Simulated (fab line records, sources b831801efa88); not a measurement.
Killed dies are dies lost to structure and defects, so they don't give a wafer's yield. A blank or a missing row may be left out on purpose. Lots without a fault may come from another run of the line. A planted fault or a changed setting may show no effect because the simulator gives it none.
One fault seen from 2 desks | flow sky130 | each desk has only its own numbers; what lay behind them comes last

THE METROLOGY DESK
What the gauges read, lot by lot, whatever tool the lot ran on: means of the sampled wafers that have a number. A lot is out of limits, marked OUT, if its mean lies more than 4 standard deviations from the usual mean; the brackets give that distance.
Columns: A = POLY_GATE_OVL at SKY_POLY_GATE_OVL_MEAS_14, usual 0 nm; B = SD_N_RS at SKY_SD_N_RS_MEAS_16, usual 68.62 ohm/sq; C = CONTACT_CVD_00_THK at SKY_CONTACT_THK_MEAS_01, usual 74.9 nm
lot  | first seen here | A  | B     | C
L665 | day 16 04:31    | 10 | 68.67 | 75.0
L667 | day 17 00:39    | -6 | 68.41 | 74.7
L669 | day 17 16:00    | -6 | 68.55 | 73.3
L672 | day 18 14:07    | 6  | 68.67 | 72.3
L673 | day 19 05:58    | -2 | 68.62 | 72.2
L679 | day 21 06:25    | 5  | 68.78 | 75.7
L680 | day 21 16:57    | 1  | 68.70 | 76.2
L681 | day 21 23:35    | 4  | 68.55 | 74.8
L682 | day 22 05:38    | -5 | 68.66 | 74.2
L683 | day 23 08:21    | 5  | 68.46 | 74.0
L685 | day 23 21:42    | -8 | 68.59 | 74.2
L686 | day 23 22:21    | 4  | 68.61 | 75.1
L687 | day 24 01:46    | 10 | 68.64 | 75.6
This desk's finding: nothing out of limits on any of the 13 lots.

THE TOOL OWNER'S DESK: pecvd-04
The tool's own readings at SKY_CONTACT_CVD_00 (deposits Si3N4, target thk 75 nm): means of the sampled wafers that have a number, for each lot that ran on this tool. A lot is out of limits, marked OUT, if its mean lies more than 4 standard deviations from the usual mean; the brackets give that distance.
Columns: A = heater_power_w at SKY_CONTACT_CVD_00, usual 754 W
lot  | first seen here | A
L665 | day 30 02:02    | 673
L667 | day 30 23:13    | 717
L669 | day 31 15:35    | 706
L672 | day 32 09:34    | 804
L673 | day 32 21:47    | 683
L681 | day 35 03:56    | 807
L682 | day 35 13:32    | 810
L685 | day 36 21:31    | 849
This desk's finding: nothing out of limits on any of the 8 lots.

PUT TOGETHER
The metrology desk saw nothing out of limits.
The tool owner's desk saw nothing out of limits.

WHAT THE SIMULATOR HAD PUT IN
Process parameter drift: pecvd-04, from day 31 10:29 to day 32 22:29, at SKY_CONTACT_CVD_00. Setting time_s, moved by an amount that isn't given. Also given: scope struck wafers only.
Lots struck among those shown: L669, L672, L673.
